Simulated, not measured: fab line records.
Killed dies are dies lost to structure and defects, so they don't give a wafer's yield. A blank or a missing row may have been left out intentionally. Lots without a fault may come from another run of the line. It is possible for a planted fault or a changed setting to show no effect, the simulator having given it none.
Problem report, 8D (eight disciplines) form, completed by code :: flow gf180mcu :: the parts of the form that need people (team, actions taken, sign-off) are left out

## 1. WHAT IS WRONG
Wafers free of any fault read 600 nm (standard deviation 6.6) for V4_CVD_00_THK at GF_V4_THK_MEAS_01, against a mean of 303 nm on 9 wafers of 3 lots. That is -45 standard deviations from the usual mean.
First seen on wafer L733.1, day 29 06:30, on film-metro-04. The record holds 42 wafers of 14 lots with a number at this step. The rule behind "out" and "out of limits": a value lying over 4 standard deviations away from the usual mean. All remaining wafers that have a number are taken as sound.

## 2. WHAT IT IS AND WHAT IT IS NOT
question: which readings at this step
is: V4_CVD_00_THK
is not: -

question: which lots
is: L732, L733, L734
is not: L715, L716, L717, L719, L722, L723, L724, L726, L731, L736, L738

question: which wafers of those lots
is: all that have a number
is not: -

question: read on which gauges
is: film-metro-02, film-metro-04
is not: film-metro-01

question: when
is: from day 29 06:30
is not: up to then (27 sound wafers); but 6 sound wafers of L736, L738 came after

## 3. SUSPECTS, AND WHAT RULES EACH OUT
Counting: a tool at a process step up to the reading stays a suspect if it ran every lot that is out and no sound lot after the first of them.
- the gauge at GF_V4_THK_MEAS_01 has been ruled out. Those wafers that are out were read across 2 gauges (film-metro-02, film-metro-04).
- hdpcvd-01 at GF_V4_CVD_00 (deposits SiO2, target thk 600 nm, time 100 s): kept. Every lot that is out went through it, starting with L733 (day 29 06:25), and after that it ran no sound lot; the last sound lot it ran before then is L731 (day 29 02:17). Out on those wafers are its own readings of sih4-flow-sccm.
After counting, what remains is hdpcvd-01 at GF_V4_CVD_00.

## 4. THE CAUSE (what the simulator had put in)
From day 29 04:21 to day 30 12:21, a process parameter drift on hdpcvd-01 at GF_V4_CVD_00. A move of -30 in setting sih4-flow-sccm, from 60. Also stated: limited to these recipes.
Only this tool survived the counting.

## 5. THE CHAIN OF EFFECTS, in route order
Each row: a reading whose mean over the struck wafers that have a number lies more than 3 standard deviations from the usual. Only readings for which the record gives a usual standard deviation are gone through. hours: the time from each lot's start at the first step in this table that gives one to its start at this step, as a median over the lots. sigmas: the change in usual standard deviations.
hours: 0
step: GF_V4_CVD_00
reading: sih4-flow-sccm
usual: 60.00 sccm
on struck wafers: 30.00
change: -30.00
sigmas: -99 or more

hours: 0
step: GF_V4_THK_MEAS_01
reading: V4_CVD_00_THK
usual: 600 nm
on struck wafers: 303
change: -297
sigmas: -45
The process steps in it:
- GF_V4_CVD_00: deposits SiO2, target thk 600 nm, time 100 s.
Later steps that measure or inspect, where all struck wafers having a row at the step show a number for every such reading and not one has moved that far: GF_V4_CD_MEAS_14.

## 6. HOW IT WOULD HAVE BEEN CAUGHT EARLIER
The first out-of-limits reading at a measuring or inspecting step in this record came at day 29 06:30, 2 hours after the fault's start at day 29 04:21.
The tool's own readings at GF_V4_CVD_00 were out on every struck wafer that the step has a row for (sih4-flow-sccm): an alarm limit on them would have fired on the first of those.
L732, L734, from the lots that are out (3), started GF_V4_CVD_00 on hdpcvd-01 later than day 29 06:30. A hold on the tool at that time would have spared those 2.
